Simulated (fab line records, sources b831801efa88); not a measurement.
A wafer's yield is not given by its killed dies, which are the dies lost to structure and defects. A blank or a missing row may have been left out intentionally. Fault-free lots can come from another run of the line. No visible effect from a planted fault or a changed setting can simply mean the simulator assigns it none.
A struck lot beside a sound one + flow gf180mcu + 14 steps out of a route of 602
Sound: wafers L675.3, L675.4, L675.6. Struck: wafers L684.1, L684.3 (left out: L684.2, a lot-mate that was not struck); the cause follows at the end.
For every step that has rows: the tool of each side, followed by ch and its chambers, followed by its first start. Under that, the readings that differ: sound wafers + struck wafers + difference of the means + sigmas: that difference in standard deviations of wafers without a fault.
alike: readings whose means differ by less than 2 such deviations, and words and numbers that are the same on both sides. not compared: withheld readings, readings that some wafer has no value for, bounds like >300 that may hide the same value, and numbers for which the record gives no deviation and whose values overlap.
A row with sigmas, a row that says differs or no value, or rows on one side alone: a step with any of these is where the two part. Numbers that have no deviation but don't overlap get no sigmas and don't part them. Lack of a reading on every wafer of one side parts them only where that side has two or more wafers.

first, 1 step without rows for these wafers: GF_CONTACT_ETCH_16 (etches BARC in N2/H2).
GF_CONTACT_ETCH_17: etches SiO2 in C4F8/O2/Ar, stops on CoSi2, target depth 860 nm.
  sound: rie_diel-04 ch 1,3; struck: rie_diel-01 ch 0,2
  alike: oes_product_au
GF_CONTACT_STRIP_18: strips in O2/N2.
  sound on plasma_asher-04 ch 0,1, day 16 16:07; struck on plasma_asher-02 ch 0,1, day 19 15:30
  alike: drypump_motor_current_A, heater_power_w, oes_product_au
  not compared: rf_hours_counter_h
then, 3 steps without rows for these wafers: GF_CONTACT_CLEAN_19 (cleans in SPM); GF_CONTACT_CLEAN_20 (cleans in DIW); GF_CONTACT_CLEAN_21 (cleans in dHF, time 20 s).
GF_CONTACT_SPUTTER_22: material Ti, target thk 15 nm, time 80.02 s.
  sound on pvd_sputter-03, day 16 16:23; struck on pvd_sputter-03, day 19 15:48
  alike: substrate_temp_c, throttle_valve_pct
then, 2 steps without rows for these wafers: GF_CONTACT_SPUTTER_23 (material TiN, target thk 10 nm, time 40 s); GF_CONTACT_CVD_24 (deposits W, target thk 300 nm, time 90.339 s).
GF_CONTACT_RS_MEAS_25: the measuring method here is four-point-probe.
  sound on film_metro-02, day 16 16:38; struck on film_metro-03, day 19 16:00
  alike: CONTACT_W_RS
GF_CONTACT_THK_MEAS_26: measures by xrf.
  sound on film_metro-02, day 16 16:44; struck on film_metro-03, day 19 16:07
| reading            | sound       | struck  | difference | sigmas |
|--------------------|-------------|---------|------------|--------|
| CONTACT_W_THK (nm) | 308 307 306 | 296 299 | -10        | -2     |
GF_CONTACT_CMP_27: polishes, stops on SiO2, t overpolish 15 s, target thk 0 nm.
  sound on cmp-02 ch 0,1, day 16 16:46; struck on cmp-02 ch 0,1, day 19 16:11
  alike: motor_current_A, overpolish_run_s, time_to_endpoint_s
GF_M1_SPUTTER_00: material Ti, target thk 37.5 nm, time 150 s.
  sound on pvd_sputter-04, day 16 17:04; struck on pvd_sputter-04, day 19 16:29
| reading                               | sound             | struck      | difference | sigmas |
|---------------------------------------|-------------------|-------------|------------|--------|
| model.Ti_of_M1_SPUTTER_00.thk_nm (nm) | 37.94 37.34 37.91 | 52.98 52.39 | +14.96     |        |
  alike: substrate_temp_c, throttle_valve_pct
GF_M1_SPUTTER_01: material TiN, target thk 30 nm, time 25 s.
  sound on pvd_sputter-04, day 16 17:10; struck on pvd_sputter-04, day 19 16:35
  alike: throttle_valve_pct

## WHERE THEY PART
GF_CONTACT_THK_MEAS_26 only, going by this record. Later steps at which nothing parts them and some readings are alike: GF_CONTACT_CMP_27, GF_M1_SPUTTER_00, GF_M1_SPUTTER_01.

WHY: whatever the simulator had introduced
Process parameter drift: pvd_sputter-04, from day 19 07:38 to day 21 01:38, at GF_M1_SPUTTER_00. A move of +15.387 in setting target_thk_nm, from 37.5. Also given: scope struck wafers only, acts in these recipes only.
